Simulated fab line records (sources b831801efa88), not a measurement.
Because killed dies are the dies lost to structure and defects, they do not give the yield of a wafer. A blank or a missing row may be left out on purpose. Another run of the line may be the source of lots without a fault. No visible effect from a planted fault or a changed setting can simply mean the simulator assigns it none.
A lot that was struck, set against a sound lot :: flow sky130 :: 45 out of 708 route steps
Sound: wafers L910.2, L910.3, L910.5. Struck: wafer L917.5; the same lot's L917.3 was not struck, so it is left out; see the end for the cause.
Each step with rows lists, per side, the tool, then ch with its chambers, then its first start. Under that, the readings that differ: sound wafers :: struck wafers :: difference of the means :: sigmas: that difference in standard deviations of wafers without a fault.
alike: a reading whose means differ by less than 2 such deviations, as well as words and numbers matching on both sides. not compared: withheld readings; readings where some wafer has no value; bounds like >300 that might hide an equal value; numbers whose values overlap and for which the record gives no deviation.
The two part at a step that has a row with sigmas, a row that says differs or no value, or rows on one side only. When numbers do not overlap yet have no deviation, they are printed without sigmas and do not part them. Lack of a reading on every wafer of one side parts them only where that side has two or more wafers.

first, 8 steps without rows for these wafers: SKY_METAL1_DEHYDRATE_07 (time 60 s); SKY_METAL1_HMDS_08 (prime time 60 s); SKY_METAL1_COAT_09 (resist thk 60 nm); SKY_METAL1_COAT_10 (resist thk 450 nm); SKY_METAL1_SOFTBAKE_11 (time 90 s); SKY_METAL1_EXPOSE_12 (exposes mask MM1, target cd 140 nm); SKY_METAL1_PEB_13; SKY_METAL1_DEVELOP_14 (develop time 60 s).
SKY_METAL1_CD_MEAS_15 targets a cd of 140 nm.
  struck on cd-sem-02, day 34 23:40; sound on cd-sem-02, day 32 19:53
  alike: cd-nm
SKY_METAL1_OVL_MEAS_16:
  struck on overlay-01, day 34 23:46; sound on overlay-02, day 32 20:00
  alike: METAL1_OVL
then, 2 steps without rows for these wafers: SKY_METAL1_DESCUM_17 (chemistry O2, time 8 s); SKY_METAL1_ETCH_18 (etches BARC in N2/H2, stops on SiO2, time 45.9 s, target depth 60 nm).
SKY_METAL1_METAL_ETCH_19: etches the open film in Cl2/BCl3, stops on SiO2, target depth 360 nm, time 78 s.
  sound on rie-metal-01 ch 0, day 32 20:08; struck on rie-metal-01 ch 1, day 34 23:55
reading: model.KrF-thick_of_METAL1_COAT_10.thk-nm (nm)
sound: 161.7 163.1 161.9
struck: 210.8
difference: +48.6
sigmas: 

reading: model.METAL1.cd-nm (nm)
sound: 138.4 137.9 138.8
struck: 148.1
difference: +9.7
sigmas: 
  alike: drypump-motor-current-A, oes-product-au, rf-fwd-power-W, throttle-valve-pct
  not compared: rf-hours-counter-h
SKY_METAL1_STRIP_20: strips in O2/N2.
  sound on plasma-asher-01 ch 0,1, day 32 20:13; struck on plasma-asher-02 ch 0, day 35 00:00
reading: oes-product-au (a.u.)
sound: 0.346 0.342 0.339
struck: 0.367
difference: +0.025
sigmas: +4

reading: strip-time-to-endpoint-s (s)
sound: 2.74 2.74 2.73
struck: 3.25
difference: +0.51
sigmas: +7
  alike: drypump-motor-current-A
  not compared: rf-hours-counter-h
then, 4 steps without rows for these wafers: SKY_METAL1_STRIP_21 (strips in post etch residue remover, time 1200 s); SKY_METAL1_CLEAN_22 (cleans in IPA, time 180 s); SKY_METAL1_CLEAN_23 (cleans in O3/DIW); SKY_VIA1_HDPCVD_00 (deposits SiO2, target thk 1030 nm, time 171.7 s).
SKY_VIA1_THK_MEAS_01:
  struck on film-metro-04, day 35 00:41; sound on film-metro-04, day 32 21:01
  alike: VIA1_HDPCVD_THK
then, 1 step without rows for these wafers: SKY_VIA1_CMP_02 (polishes SiO2).
SKY_VIA1_BOW_MEAS_03:
  struck on film-metro-03, day 35 01:04; sound on film-metro-03, day 32 21:23
  alike: VIA1_BOW
then, 8 steps without rows for these wafers: SKY_VIA1_DEHYDRATE_04 (time 60 s); SKY_VIA1_HMDS_05 (prime time 60 s); SKY_VIA1_COAT_06 (resist thk 60 nm); SKY_VIA1_COAT_07 (resist thk 450 nm); SKY_VIA1_SOFTBAKE_08 (time 90 s); SKY_VIA1_EXPOSE_09 (exposes mask VIM, target cd 150 nm); SKY_VIA1_PEB_10; SKY_VIA1_DEVELOP_11 (develop time 60 s).
SKY_VIA1_CD_MEAS_12 targets a cd of 150 nm.
  struck on cd-sem-01, day 36 03:19; sound on cd-sem-02, day 33 23:07
  alike: cd-nm
SKY_VIA1_OVL_MEAS_13:
  struck on overlay-02, day 36 03:24; sound on overlay-02, day 33 23:13
reading: VIA1_OVL (nm)
sound: -4 0 -7
struck: 9
difference: +13
sigmas: +3
SKY_VIA1_ETCH_14: etches BARC in N2/H2, stops on SiO2, time 45.9 s, target depth 60 nm.
  sound on rie-diel-04 ch 0,1, day 33 23:14; struck on rie-diel-01 ch 0, day 36 03:26
  alike: drypump-motor-current-A, oes-product-au, rf-fwd-power-W, throttle-valve-pct
  not compared: rf-hours-counter-h
SKY_VIA1_ETCH_15: etches SiO2 in C4F8/O2/Ar, stops on TiN, target depth 351 nm, time 54 s.
  sound on rie-diel-04 ch 0,1, day 33 23:17; struck on rie-diel-01 ch 0, day 36 03:28
  alike: oes-product-au, rf-fwd-power-W
  not compared: rf-hours-counter-h
SKY_VIA1_STRIP_16: strips in O2/N2.
  sound on plasma-asher-03 ch 0,1, day 33 23:20; struck on plasma-asher-04 ch 0, day 36 03:33
  alike: drypump-motor-current-A, oes-product-au, strip-time-to-endpoint-s
  not compared: rf-hours-counter-h
then, 4 steps without rows for these wafers: SKY_VIA1_STRIP_17 (strips in post etch residue remover, time 1200 s); SKY_VIA1_CLEAN_18 (cleans in IPA, time 180 s); SKY_VIA1_CLEAN_19 (cleans in O3/DIW); SKY_VIA1_SPUTTER_20 (material TiN, target thk 20 nm, time 80 s).
SKY_VIA1_CVD_21: deposits W, target thk 270 nm, time 80.902 s.
  sound on cvd-w-02 ch 0,1, day 34 00:01; struck on cvd-w-02 ch 0, day 36 04:12
reading: heater-power-w (W)
sound: 785 909 778
struck: 928
difference: +104
sigmas: +2
SKY_VIA1_RS_MEAS_22: measures by four-point-probe.
  struck on film-metro-04, day 36 04:18; sound on film-metro-04, day 34 00:08
  alike: VIA1_W_RS
SKY_VIA1_THK_MEAS_23: measures by xrf.
  struck on film-metro-04, day 36 04:24; sound on film-metro-04, day 34 00:15
  alike: VIA1_W_THK
SKY_VIA1_CMP_24: polishes, stops on SiO2, t overpolish 15 s, target thk 0 nm.
  sound on cmp-01 ch 0,2, day 34 00:18; struck on cmp-02 ch 0, day 36 04:35
  alike: head-pressure-psi, motor-current-A, overpolish-run-s, time-to-endpoint-s
-- the record jumps here: 10 days lie between the struck wafers' starts before and after (it left off in module VIA1 and takes up again in module PASSIVATION, whose first step shown is number 682 of the route) --
SKY_PASSIVATION_THK_MEAS_01:
  struck on film-metro-04, day 45 16:56; sound on film-metro-02, day 43 19:08
  alike: PASSIVATION_CVD_00_THK
  not compared: hold
SKY_PASSIVATION_CVD_02: deposits Si3N4, target thk 540 nm.
  sound on pecvd-02 ch 0,2, day 43 19:11; struck on pecvd-01 ch 1, day 45 19:30
reading: hold
sound: - - -
struck: await-dispo/2.5h/release
difference: no value on the sound wafers
sigmas: 
  alike: heater-power-w, rf-fwd-power-W
SKY_PAD_OPEN_PROBE_99:
  struck on prober-02, day 47 13:41; sound on prober-02, day 45 18:35
reading: model.etest.met1-comb.leak-log10-a-um
sound: -11.93 -12.12 -11.9
struck: -9.746
difference: +2.237
sigmas: 

WHERE THEY PART
Earliest at SKY_METAL1_STRIP_20; latest, in this record, at SKY_PASSIVATION_CVD_02.

WHY: whatever the simulator had introduced
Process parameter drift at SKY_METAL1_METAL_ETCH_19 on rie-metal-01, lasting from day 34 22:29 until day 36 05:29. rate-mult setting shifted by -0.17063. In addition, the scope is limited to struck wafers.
